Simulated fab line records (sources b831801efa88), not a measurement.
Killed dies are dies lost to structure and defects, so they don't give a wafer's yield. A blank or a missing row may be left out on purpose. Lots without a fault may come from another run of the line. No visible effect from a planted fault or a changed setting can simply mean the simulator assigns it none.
A struck lot beside a sound one ; flow sky130 ; 18 out of 708 route steps
Sound: the wafers L656.3, L656.4, L656.5. Struck: wafer L668.4 (L668.1, L668.5, from the same lot, were not struck and are left out); the cause is given at the end.
Each step with rows lists, per side, the tool, then ch with its chambers, then its first start. Under that, the readings that differ: sound wafers ; struck wafers ; difference of the means ; sigmas: that difference in standard deviations of wafers without a fault.
alike: readings with means less than 2 such deviations apart, plus words and numbers identical on both sides. not compared: withheld readings, readings lacking a value on some wafer, bounds such as >300 that could conceal the same value, and numbers that have no deviation in the record and whose values overlap.
Wherever a step has rows on one side only, a row that says differs or no value, or a row with sigmas, the two part there. Numbers that don't overlap but have no deviation are shown without sigmas and don't part them. A reading that every wafer of one side lacks parts them only if that side has two wafers or more.

first, 3 steps without rows for these wafers: SKY_VIA1_EXPOSE_09 (exposes mask VIM, target cd 150 nm); SKY_VIA1_PEB_10; SKY_VIA1_DEVELOP_11 (develop time 60 s).
SKY_VIA1_CD_MEAS_12: the cd target is 150 nm.
  sound on cd sem-02, day 35 00:48; struck on cd sem-02, day 38 19:25
  alike: cd nm
SKY_VIA1_OVL_MEAS_13:
  sound on overlay-01, day 35 00:54; struck on overlay-02, day 38 19:32
  alike: VIA1_OVL
SKY_VIA1_ETCH_14: etches BARC in N2/H2, stops on SiO2, time 45.9 s, target depth 60 nm.
  sound on rie diel-01 ch 1,3, day 35 00:55; struck on rie diel-01 ch 1, day 38 19:35
  alike: bias w, drypump motor current A, oes product au, throttle valve pct
  not compared: rf hours counter h
SKY_VIA1_ETCH_15: etches SiO2 in C4F8/O2/Ar, stops on TiN, target depth 351 nm, time 54 s.
  sound on rie diel-01 ch 1,3, day 35 00:58; struck on rie diel-01 ch 1, day 38 19:37
  alike: bias w, oes product au
  not compared: rf hours counter h
SKY_VIA1_STRIP_16: strips in O2/N2.
  sound on plasma asher-03 ch 0,1, day 35 01:02; struck on plasma asher-02 ch 0, day 38 19:40
  alike: drypump motor current A, oes product au, strip time to endpoint s
  not compared: rf hours counter h
then, 3 steps without rows for these wafers: SKY_VIA1_STRIP_17 (strips in post etch residue remover, time 1200 s); SKY_VIA1_CLEAN_18 (cleans in IPA, time 180 s); SKY_VIA1_CLEAN_19 (cleans in O3/DIW).
SKY_VIA1_SPUTTER_20: material TiN, target thk 20 nm, time 80 s.
  sound on pvd sputter-01, day 35 01:37; struck on pvd sputter-03, day 38 20:16
  alike: throttle valve pct
SKY_VIA1_CVD_21: deposits W, target thk 270 nm, time 80.902 s.
  sound on cvd w-01 ch 0,1, day 35 01:42; struck on cvd w-01 ch 0, day 38 20:20
reading;sound;struck;difference;sigmas
model.W_of_VIA1_CVD_21.thk nm (nm);266.4 268.7 265.7;190.7;-76.2;
  alike: heater power w
SKY_VIA1_RS_MEAS_22: measures by four-point-probe.
  sound on film metro-02, day 35 01:48; struck on film metro-01, day 38 20:25
reading;sound;struck;difference;sigmas
VIA1_W_RS (ohm/sq);0.430 0.427 0.433;0.607;+0.177;+42
SKY_VIA1_THK_MEAS_23: measures by xrf.
  sound on film metro-02, day 35 01:54; struck on film metro-01, day 38 20:32
reading;sound;struck;difference;sigmas
VIA1_W_THK (nm);255 258 254;187;-69;-17
SKY_VIA1_CMP_24: polishes, stops on SiO2, t overpolish 15 s, target thk 0 nm.
  sound on cmp-02 ch 0,1,2, day 35 01:56; struck on cmp-02 ch 2, day 38 20:42
reading;sound;struck;difference;sigmas
time to endpoint s (s);63.0 66.6 63.6;47.3;-17.1;-7
  alike: head pressure psi, motor current A
SKY_METAL2_SPUTTER_00: material Ti, target thk 15 nm, time 10 s.
  sound on pvd sputter-03, day 35 02:14; struck on pvd sputter-04, day 38 20:54
  alike: throttle valve pct
then, 1 step without rows for these wafers: SKY_PAD_OPEN_PROBE_99.

WHERE THEY PART
Earliest at SKY_VIA1_RS_MEAS_22; latest, in this record, at SKY_VIA1_CMP_24. Later steps at which nothing parts them and some readings are alike: SKY_METAL2_SPUTTER_00.

WHY: the cause the simulator had injected
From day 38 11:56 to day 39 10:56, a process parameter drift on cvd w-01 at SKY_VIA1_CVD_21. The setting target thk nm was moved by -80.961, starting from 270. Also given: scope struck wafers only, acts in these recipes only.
